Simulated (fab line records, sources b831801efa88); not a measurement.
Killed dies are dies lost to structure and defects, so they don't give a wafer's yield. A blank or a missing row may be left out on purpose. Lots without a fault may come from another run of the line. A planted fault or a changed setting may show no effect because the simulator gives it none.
fab line records | flow sky130 | part 1 of 2: steps 1 to 34 of 46
record lots=5 wafers=15 last_day=49
route steps=708 shown DNWELL@44 PWDE@45 NWELL@56 VT_ADJUST_HVTP@85
lots that met no fault: from a run of the same line without faults
start_h: hours from the record's first day to the start of the lot's first wafer shown | wait_h: hours since the lot's step before | " the same as in the row above | L1.1+2: a row that stands for several wafers | - no value, or no start given | * or withheld: withheld | < > ~ a bound
route shown NAME@n: a module of which the file shows steps, and the number in the route of the first | usual: mean/standard deviation of fault-free wafers | same: alike in all rows | chamber/n: place in a boat | sites: the reading at each site | _std_site: their standard deviation | _edge_site: outer sites' mean less inner sites' | radius_mm: how far each site lies from the wafer's centre | mask NAME#n: copy n | behind: the tool/chamber that last shaped the wafer | hold: why the lot was held/for how many hours/how that ended | device: the transistor (n, p or np) that didn't switch | end of line: the same wafers' tests at the end of the route | a step without rows: its recipe alone | killed: dies lost to structure and defects at the first sort, not the wafer's yield | map: a wafer's dies, x killed, . not, _ none there
set.NAME: the setting as run; set.NAME@STEP: as run at that earlier step | model.NAME: the simulator's own value behind a step, which no gauge read
lots at some steps of the route; a table a step, a row a wafer
services: from which hour (start_h, from the record's first day; less than 0 if before it) a tool's chamber was out of use, for how many hours, and why
## steps
# step SKY_DNWELL_TW_MEAS_09
# usual DNWELL_TW=1098/10
# columns lot.wafer tool chamber start_h wait_h DNWELL_TW
L075.1 film_metro-03 - 60.56 0.1 1107
L075.4 " - " " 1097
L075.5 " - " " 1102
L086.2 film_metro-04 - 116.07 0.1 1116
L086.5 " - " " 1113
L086.6 " - " " 1112
L088.1 film_metro-03 - 129.79 0.1 1099
L088.2 " - " " 1103
L088.5 " - " " 1099
L090.2 film_metro-03 - 143.10 0.1 1105
L090.3 " - " " 1093
L090.6 " - " " 1098
L094.2 film_metro-03 - 160.37 0.1 1104
L094.4 " - " " 1096
L094.5 " - " " 1095
# step SKY_PWDE_DEHYDRATE_00
# recipe temp_c=200 time_s=60
# columns lot.wafer tool chamber start_h wait_h
L075.1+4+5 litho_track-04 0 68.25 7.7
L086.2+5+6 litho_track-03 0 124.68 8.6
L088.1+2+5 litho_track-03 0 138.61 8.8
L090.2+3+6 litho_track-04 0 151.93 8.8
L094.2+4+5 litho_track-04 0 169.37 9.0
# step SKY_PWDE_HMDS_01
# recipe prime_time_s=60 prime_temp_c=120
# columns lot.wafer tool chamber start_h wait_h
L075.1+4+5 litho_track-04 0 68.40 0.1
L086.2+5+6 litho_track-03 0 124.83 0.1
L088.1+2+5 litho_track-03 0 138.76 0.1
L090.2+3+6 litho_track-04 0 152.08 0.1
L094.2+4+5 litho_track-04 0 169.52 0.1
# step SKY_PWDE_COAT_02
# recipe spin_rpm=2000 resist_thk_nm=3000
# columns lot.wafer tool chamber start_h wait_h
L075.1+4+5 litho_track-04 0 68.55 0.1
L086.2+5+6 litho_track-03 0 124.98 0.1
L088.1+2+5 litho_track-03 0 138.91 0.1
L090.2+3+6 litho_track-04 0 152.23 0.1
L094.2+4+5 litho_track-04 0 169.67 0.1
# step SKY_PWDE_SOFTBAKE_03
# recipe temp_c=110 time_s=withheld
# columns lot.wafer tool chamber start_h wait_h
L075.1+4+5 litho_track-04 0 68.70 0.1
L086.2+5+6 litho_track-03 0 125.14 0.1
L088.1+2+5 litho_track-03 0 139.06 0.1
L090.2+3+6 litho_track-04 0 152.38 0.1
L094.2+4+5 litho_track-04 0 169.83 0.1
# step SKY_PWDE_EXPOSE_04
# recipe mask_id=PWDEM na=0.6 source_shape=conventional sigma_outer=0.6 polarization=unpolarized target_cd_nm=840 dose_mj=214
# columns lot.wafer tool chamber start_h wait_h mask
L075.1+4+5 iline_stepper-02 0 - - PWDEM#0
L086.2+5+6 iline_stepper-01 0 - - PWDEM#0
L088.1+2+5 iline_stepper-01 0 - - PWDEM#0
L090.2+3+6 iline_stepper-02 0 - - PWDEM#0
L094.2+4+5 iline_stepper-02 0 - - PWDEM#0
# step SKY_PWDE_PEB_05
# recipe temp_c=115 time_s=withheld
# columns lot.wafer tool chamber start_h wait_h
L075.1+4+5 litho_track-02 0 - -
L086.2+5+6 litho_track-02 0 - -
L088.1+2+5 litho_track-03 0 - -
L090.2+3+6 litho_track-03 0 - -
L094.2+4+5 litho_track-04 0 - -
# step SKY_PWDE_DEVELOP_06
# recipe wall_angle_deg=90 developer=TMAH develop_time_s=60 dev_temp_c=23
# usual developer_temp_C=22.99/0.11
# columns lot.wafer tool chamber start_h wait_h developer_temp_C
L075.1 litho_track-02 0 - - 22.99
L075.4 " 0 " " 22.93
L075.5 " 0 " " 23.00
L086.2 litho_track-02 0 - - 22.93
L086.5 " 0 " " 22.88
L086.6 " 0 " " 22.91
L088.1 litho_track-03 0 - - 23.15
L088.2 " 0 " " 22.97
L088.5 " 0 " " 23.03
L090.2 litho_track-03 0 - - 22.95
L090.3 " 0 " " 22.95
L090.6 " 0 " " 23.12
L094.2 litho_track-04 0 - - 22.87
L094.4 " 0 " " 22.97
L094.5 " 0 " " 22.95
# step SKY_PWDE_OVL_MEAS_07
# usual PWDE_OVL=-0.9/1.3
# columns lot.wafer tool chamber start_h wait_h PWDE_OVL[nm]
L075.1 overlay-02 - 77.29 - 0.8
L075.4 " - " " -1.2
L075.5 " - " " 0.0
L086.2 overlay-01 - 134.55 - -2.6
L086.5 " - " " -2.5
L086.6 " - " " -2.4
L088.1 overlay-01 - 148.76 - 1.7
L088.2 " - " " -1.8
L088.5 " - " " -1.4
L090.2 overlay-02 - 162.56 - 1.4
L090.3 " - " " -1.0
L090.6 " - " " 0.9
L094.2 overlay-01 - 180.61 - -0.2
L094.4 " - " " -0.8
L094.5 " - " " 0.8
# step SKY_PWDE_IMPLANT_08
# recipe species=B energy_kev=150 dose_cm2=3.6e+12 tilt_deg=withheld
# usual faraday_current_uA=20.3/0.35
# columns lot.wafer tool chamber start_h wait_h faraday_current_uA
L075.1 implanter-04 0 77.33 0.0 20.4
L075.4 " 0 " " 20.2
L075.5 " 0 " " 20.6
L086.2 implanter-02 0 134.60 0.0 19.7
L086.5 " 0 " " 20.8
L086.6 " 0 " " 20.3
L088.1 implanter-02 0 148.79 0.0 20.2
L088.2 " 0 " " 20.8
L088.5 " 0 " " 20.8
L090.2 implanter-02 0 162.62 0.0 20.7
L090.3 " 0 " " 19.9
L090.6 " 0 " " 19.5
L094.2 implanter-02 0 180.68 0.1 20.5
L094.4 " 0 " " 20.8
L094.5 " 0 " " 20.2
# step SKY_PWDE_STRIP_09
# recipe chemistry=O2/N2 power_w=1400 pressure_mtorr=1500 platen_temp_c=withheld o2_flow_sccm=3000 n2_flow_sccm=300 overash_fraction=0.5
# usual chamber_pressure_mTorr=1500.0/1.4 drypump_motor_current_A=5.6/0.54 oes_product_au=0.723/0.0047 strip_time_to_endpoint_s=36.91/0.088
# columns lot.wafer tool chamber start_h wait_h chamber_pressure_mTorr drypump_motor_current_A oes_product_au rf_hours_counter_h strip_time_to_endpoint_s
L075.1 plasma_asher-03 1 77.48 0.1 1498.8 4.9 0.723 39 36.93
L075.4 " 0 " " 1499.5 5.8 0.724 - 36.93
L075.5 " 0 " " 1500.4 5.8 0.725 - 36.91
L086.2 plasma_asher-01 1 134.73 0.1 1499.6 5.6 0.723 2 36.96
L086.5 " 1 " " 1500.4 5.6 0.721 - 36.92
L086.6 " 0 " " 1500.6 5.3 0.727 - 36.93
L088.1 plasma_asher-03 1 148.94 0.1 1501.9 4.9 0.728 46 36.83
L088.2 " 0 " " 1500.0 5.8 0.717 46 36.84
L088.5 " 0 " " 1499.5 5.8 0.723 - 36.93
L090.2 plasma_asher-01 0 162.74 0.1 1501.8 5.3 0.726 4 37.04
L090.3 " 0 " " 1499.0 5.3 0.721 - 37.00
L090.6 " 1 " " 1499.5 5.6 0.729 - 36.99
L094.2 plasma_asher-01 1 180.81 0.1 1497.5 5.6 0.723 6 36.83
L094.4 " 1 " " 1500.2 5.6 0.721 - 36.85
L094.5 " 0 " " 1498.5 5.3 0.721 - 36.89
# step SKY_PWDE_TW_MEAS_10
# usual PWDE_TW=370/3.5
# columns lot.wafer tool chamber start_h wait_h PWDE_TW
L075.1 film_metro-04 - 77.58 0.1 374
L075.4 " - " " 374
L075.5 " - " " 372
L086.2 film_metro-01 - 134.84 0.1 364
L086.5 " - " " 365
L086.6 " - " " 367
L088.1 film_metro-04 - 149.04 0.1 373
L088.2 " - " " 371
L088.5 " - " " 371
L090.2 film_metro-03 - 162.85 0.1 369
L090.3 " - " " 372
L090.6 " - " " 370
L094.2 film_metro-03 - 180.92 0.1 371
L094.4 " - " " 371
L094.5 " - " " 369
# step SKY_NWELL_DEHYDRATE_03
# recipe temp_c=200 time_s=60
# columns lot.wafer tool chamber start_h wait_h
L075.1+4+5 litho_track-01 0 85.41 7.8
L086.2+5+6 litho_track-03 0 143.73 8.9
L088.1+2+5 litho_track-01 0 157.86 8.8
L090.2+3+6 litho_track-03 0 172.28 9.4
L094.2+4+5 litho_track-01 0 190.44 9.5
# step SKY_NWELL_HMDS_04
# recipe prime_time_s=60 prime_temp_c=120
# columns lot.wafer tool chamber start_h wait_h
L075.1+4+5 litho_track-01 0 85.56 0.1
L086.2+5+6 litho_track-03 0 143.88 0.1
L088.1+2+5 litho_track-01 0 158.01 0.1
L090.2+3+6 litho_track-03 0 172.43 0.1
L094.2+4+5 litho_track-01 0 190.59 0.1
# step SKY_NWELL_COAT_05
# recipe spin_rpm=2000 resist_thk_nm=3000
# columns lot.wafer tool chamber start_h wait_h
L075.1+4+5 litho_track-01 0 85.71 0.1
L086.2+5+6 litho_track-03 0 144.03 0.1
L088.1+2+5 litho_track-01 0 158.16 0.1
L090.2+3+6 litho_track-03 0 172.58 0.1
L094.2+4+5 litho_track-01 0 190.74 0.1
# step SKY_NWELL_SOFTBAKE_06
# recipe temp_c=110 time_s=withheld
# columns lot.wafer tool chamber start_h wait_h
L075.1+4+5 litho_track-01 0 85.86 0.1
L086.2+5+6 litho_track-03 0 144.19 0.1
L088.1+2+5 litho_track-01 0 158.31 0.1
L090.2+3+6 litho_track-03 0 172.74 0.1
L094.2+4+5 litho_track-01 0 190.89 0.1
# step SKY_NWELL_EXPOSE_07
# recipe mask_id=NWM na=0.6 source_shape=conventional sigma_outer=0.6 polarization=unpolarized target_cd_nm=840 dose_mj=255
# columns lot.wafer tool chamber start_h wait_h mask
L075.1+4+5 iline_stepper-01 0 - - NWM#0
L086.2+5+6 iline_stepper-02 0 - - NWM#0
L088.1+2+5 iline_stepper-02 0 - - NWM#0
L090.2+3+6 iline_stepper-02 0 - - NWM#0
L094.2+4+5 iline_stepper-02 0 - - NWM#0
# step SKY_NWELL_PEB_08
# recipe temp_c=115 time_s=withheld
# columns lot.wafer tool chamber start_h wait_h
L075.1+4+5 litho_track-01 0 - -
L086.2+5+6 litho_track-03 0 - -
L088.1+2+5 litho_track-04 0 - -
L090.2+3+6 litho_track-04 0 - -
L094.2+4+5 litho_track-01 0 - -
# step SKY_NWELL_DEVELOP_09
# recipe wall_angle_deg=90 developer=TMAH develop_time_s=60 dev_temp_c=23
# usual developer_temp_C=23.01/0.094
# columns lot.wafer tool chamber start_h wait_h developer_temp_C
L075.1 litho_track-01 0 - - 22.98
L075.4 " 0 " " 23.07
L075.5 " 0 " " 23.09
L086.2 litho_track-03 0 - - 22.99
L086.5 " 0 " " 22.91
L086.6 " 0 " " 22.91
L088.1 litho_track-04 0 - - 22.92
L088.2 " 0 " " 22.81
L088.5 " 0 " " 22.98
L090.2 litho_track-04 0 - - 23.05
L090.3 " 0 " " 23.07
L090.6 " 0 " " 22.96
L094.2 litho_track-01 0 - - 23.07
L094.4 " 0 " " 23.02
L094.5 " 0 " " 23.07
# step SKY_NWELL_OVL_MEAS_10
# usual NWELL_00_OVL=-0.9/1.7
# columns lot.wafer tool chamber start_h wait_h NWELL_00_OVL[nm]
L075.1 overlay-02 - 93.66 - 0.9
L075.4 " - " " 0.3
L075.5 " - " " 1.6
L086.2 overlay-02 - 154.01 - -2.6
L086.5 " - " " -1.1
L086.6 " - " " -1.5
L088.1 overlay-01 - 168.25 - -2.0
L088.2 " - " " -2.3
L088.5 " - " " -4.9
L090.2 overlay-02 - 182.81 - 0.3
L090.3 " - " " 0.9
L090.6 " - " " -0.3
L094.2 overlay-02 - 201.47 - -0.7
L094.4 " - " " -0.9
L094.5 " - " " -2.1
# step SKY_NWELL_IMPLANT_11
# recipe species=P energy_kev=400 dose_cm2=1.9e+13 tilt_deg=withheld
# usual faraday_current_uA=107.0/1.9
# columns lot.wafer tool chamber start_h wait_h faraday_current_uA
L075.1 implanter-01 0 93.70 0.0 108.7
L075.4 " 0 " " 105.6
L075.5 " 0 " " 108.6
L086.2 implanter-01 0 154.07 0.0 108.4
L086.5 " 0 " " 103.8
L086.6 " 0 " " 106.9
L088.1 implanter-01 0 168.29 0.0 103.7
L088.2 " 0 " " 104.1
L088.5 " 0 " " 106.4
L090.2 implanter-01 0 182.86 0.0 104.8
L090.3 " 0 " " 109.0
L090.6 " 0 " " 111.5
L094.2 implanter-02 0 201.52 0.0 106.7
L094.4 " 0 " " 104.9
L094.5 " 0 " " 105.2
# step SKY_NWELL_IMPLANT_12
# recipe species=P energy_kev=120 dose_cm2=1.3e+12 tilt_deg=withheld
# usual faraday_current_uA=7.36/0.14
# columns lot.wafer tool chamber start_h wait_h faraday_current_uA
L075.1 implanter-01 0 93.85 0.1 7.25
L075.4 " 0 " " 7.37
L075.5 " 0 " " 7.41
L086.2 implanter-01 0 154.22 0.1 7.38
L086.5 " 0 " " 7.38
L086.6 " 0 " " 7.44
L088.1 implanter-01 0 168.44 0.1 7.40
L088.2 " 0 " " 7.44
L088.5 " 0 " " 7.32
L090.2 implanter-01 0 183.01 0.1 7.18
L090.3 " 0 " " 7.35
L090.6 " 0 " " 7.37
L094.2 implanter-02 0 201.67 0.1 7.37
L094.4 " 0 " " 7.54
L094.5 " 0 " " 7.04
# step SKY_NWELL_IMPLANT_13
# recipe species=P energy_kev=50 dose_cm2=7e+11 tilt_deg=withheld
# usual faraday_current_uA=3.95/0.074
# columns lot.wafer tool chamber start_h wait_h faraday_current_uA
L075.1 implanter-01 0 94.00 0.1 3.86
L075.4 " 0 " " 3.85
L075.5 " 0 " " 3.88
L086.2 implanter-01 0 154.37 0.1 3.93
L086.5 " 0 " " 3.83
L086.6 " 0 " " 3.90
L088.1 implanter-01 0 168.59 0.1 4.05
L088.2 " 0 " " 4.00
L088.5 " 0 " " 3.95
L090.2 implanter-01 0 183.16 0.1 3.95
L090.3 " 0 " " 3.87
L090.6 " 0 " " 3.93
L094.2 implanter-02 0 201.82 0.1 3.96
L094.4 " 0 " " 3.94
L094.5 " 0 " " 3.97
# step SKY_NWELL_STRIP_14
# recipe chemistry=O2/N2 power_w=1400 pressure_mtorr=1500 platen_temp_c=withheld o2_flow_sccm=3000 n2_flow_sccm=300 overash_fraction=0.5
# usual chamber_pressure_mTorr=1500.0/1.4 drypump_motor_current_A=5.7/0.64 oes_product_au=0.722/0.0048 strip_time_to_endpoint_s=36.90/0.11
# columns lot.wafer tool chamber start_h wait_h chamber_pressure_mTorr drypump_motor_current_A oes_product_au rf_hours_counter_h strip_time_to_endpoint_s
L075.1 plasma_asher-03 1 94.15 0.1 1502.4 4.9 0.723 41 36.90
L075.4 " 1 " " 1498.4 4.9 0.723 - 36.93
L075.5 " 1 " " 1500.8 4.9 0.724 - 36.87
L086.2 plasma_asher-02 1 154.49 0.1 1497.8 5.3 0.720 35 36.88
L086.5 " 1 " " 1499.9 5.4 0.713 - 36.77
L086.6 " 0 " " 1499.6 6.8 0.723 - 36.84
L088.1 plasma_asher-02 0 168.74 0.1 1499.4 6.8 0.723 36 36.89
L088.2 " 1 " " 1500.9 5.4 0.724 36 36.79
L088.5 " 1 " " 1500.8 5.3 0.720 - 36.84
L090.2 plasma_asher-02 1 183.29 0.1 1500.0 5.4 0.720 38 36.81
L090.3 " 0 " " 1501.4 6.7 0.723 - 36.77
L090.6 " 0 " " 1499.1 6.8 0.719 - 36.76
L094.2 plasma_asher-02 0 201.95 0.1 1499.3 6.7 0.724 40 36.82
L094.4 " 1 " " 1501.0 5.3 0.712 - 36.91
L094.5 " 0 " " 1499.9 6.7 0.726 - 36.88
# step SKY_NWELL_TW_MEAS_15
# usual NWELL_TW=1798/17
# columns lot.wafer tool chamber start_h wait_h NWELL_TW
L075.1 film_metro-04 - 94.25 0.1 1827
L075.4 " - " " 1815
L075.5 " - " " 1815
L086.2 film_metro-04 - 154.60 0.1 1806
L086.5 " - " " 1808
L086.6 " - " " 1813
L088.1 film_metro-01 - 168.84 0.1 1777
L088.2 " - " " 1771
L088.5 " - " " 1781
L090.2 film_metro-01 - 183.40 0.1 1781
L090.3 " - " " 1769
L090.6 " - " " 1772
L094.2 film_metro-03 - 202.06 0.1 1806
L094.4 " - " " 1803
L094.5 " - " " 1795
# step SKY_NWELL_DEHYDRATE_16
# recipe temp_c=200 time_s=60
# columns lot.wafer tool chamber start_h wait_h
L075.1+4+5 litho_track-04 0 102.25 8.0
L086.2+5+6 litho_track-01 0 164.24 9.6
L088.1+2+5 litho_track-04 0 178.40 9.6
L090.2+3+6 litho_track-04 0 193.07 9.7
L094.2+4+5 litho_track-01 0 212.19 10.1
# step SKY_NWELL_HMDS_17
# recipe prime_time_s=60 prime_temp_c=120
# columns lot.wafer tool chamber start_h wait_h
L075.1+4+5 litho_track-04 0 102.40 0.1
L086.2+5+6 litho_track-01 0 164.39 0.1
L088.1+2+5 litho_track-04 0 178.55 0.1
L090.2+3+6 litho_track-04 0 193.22 0.1
L094.2+4+5 litho_track-01 0 212.34 0.1
# step SKY_NWELL_COAT_18
# recipe spin_rpm=2000 resist_thk_nm=3000
# columns lot.wafer tool chamber start_h wait_h
L075.1+4+5 litho_track-04 0 102.55 0.1
L086.2+5+6 litho_track-01 0 164.54 0.1
L088.1+2+5 litho_track-04 0 178.70 0.1
L090.2+3+6 litho_track-04 0 193.37 0.1
L094.2+4+5 litho_track-01 0 212.49 0.1
# step SKY_NWELL_SOFTBAKE_19
# recipe temp_c=110 time_s=withheld
# columns lot.wafer tool chamber start_h wait_h
L075.1+4+5 litho_track-04 0 102.70 0.1
L086.2+5+6 litho_track-01 0 164.69 0.1
L088.1+2+5 litho_track-04 0 178.85 0.1
L090.2+3+6 litho_track-04 0 193.53 0.1
L094.2+4+5 litho_track-01 0 212.64 0.1
# step SKY_NWELL_EXPOSE_20
# recipe mask_id=NWM_COMPLEMENT na=0.6 source_shape=conventional sigma_outer=0.6 polarization=unpolarized target_cd_nm=840 dose_mj=260
# columns lot.wafer tool chamber start_h wait_h mask
L075.1+4+5 iline_stepper-02 0 - - NWM_COMPLEMENT#0
L086.2+5+6 iline_stepper-01 0 - - NWM_COMPLEMENT#0
L088.1+2+5 iline_stepper-01 0 - - NWM_COMPLEMENT#0
L090.2+3+6 iline_stepper-01 0 - - NWM_COMPLEMENT#0
L094.2+4+5 iline_stepper-02 0 - - NWM_COMPLEMENT#0
# step SKY_NWELL_PEB_21
# recipe temp_c=115 time_s=withheld
# columns lot.wafer tool chamber start_h wait_h
L075.1+4+5 litho_track-04 0 - -
L086.2+5+6 litho_track-03 0 - -
L088.1+2+5 litho_track-04 0 - -
L090.2+3+6 litho_track-04 0 - -
L094.2+4+5 litho_track-04 0 - -
# step SKY_NWELL_DEVELOP_22
# recipe wall_angle_deg=90 developer=TMAH develop_time_s=60 dev_temp_c=23
# usual developer_temp_C=22.98/0.12
# columns lot.wafer tool chamber start_h wait_h developer_temp_C
L075.1 litho_track-04 0 - - 22.78
L075.4 " 0 " " 22.90
L075.5 " 0 " " 23.03
L086.2 litho_track-03 0 - - 23.04
L086.5 " 0 " " 23.00
L086.6 " 0 " " 23.14
L088.1 litho_track-04 0 - - 23.07
L088.2 " 0 " " 23.02
L088.5 " 0 " " 23.01
L090.2 litho_track-04 0 - - 22.87
L090.3 " 0 " " 22.91
L090.6 " 0 " " 22.90
L094.2 litho_track-04 0 - - 23.17
L094.4 " 0 " " 23.06
L094.5 " 0 " " 22.98
# step SKY_NWELL_OVL_MEAS_23
# usual NWELL_01_OVL=-0.1/1.3
# columns lot.wafer tool chamber start_h wait_h NWELL_01_OVL[nm]
L075.1 overlay-01 - 111.30 - -1.0
L075.4 " - " " -1.2
L075.5 " - " " -1.8
L086.2 overlay-02 - 174.56 - -0.1
L086.5 " - " " -0.3
L086.6 " - " " -1.6
L088.1 overlay-02 - 189.30 - 0.5
L088.2 " - " " 1.4
L088.5 " - " " 1.2
L090.2 overlay-02 - 204.61 - 1.0
L090.3 " - " " 1.1
L090.6 " - " " 0.0
L094.2 overlay-02 - 223.46 - -0.1
L094.4 " - " " 1.8
L094.5 " - " " 1.3
# step SKY_NWELL_IMPLANT_24
# recipe species=B energy_kev=140 dose_cm2=9.2e+12 tilt_deg=withheld
# usual faraday_current_uA=52.1/0.99
# columns lot.wafer tool chamber start_h wait_h faraday_current_uA
L075.1 implanter-03 0 111.34 0.0 51.2
L075.4 " 0 " " 51.3
L075.5 " 0 " " 50.7
L086.2 implanter-03 0 174.62 0.0 51.1
L086.5 " 0 " " 52.4
L086.6 " 0 " " 53.5
L088.1 implanter-01 0 189.34 0.0 52.3
L088.2 " 0 " " 50.9
L088.5 " 0 " " 54.9
L090.2 implanter-02 0 204.66 0.0 51.2
L090.3 " 0 " " 52.4
L090.6 " 0 " " 50.7
L094.2 implanter-03 0 223.51 0.0 52.4
L094.4 " 0 " " 52.1
L094.5 " 0 " " 51.8
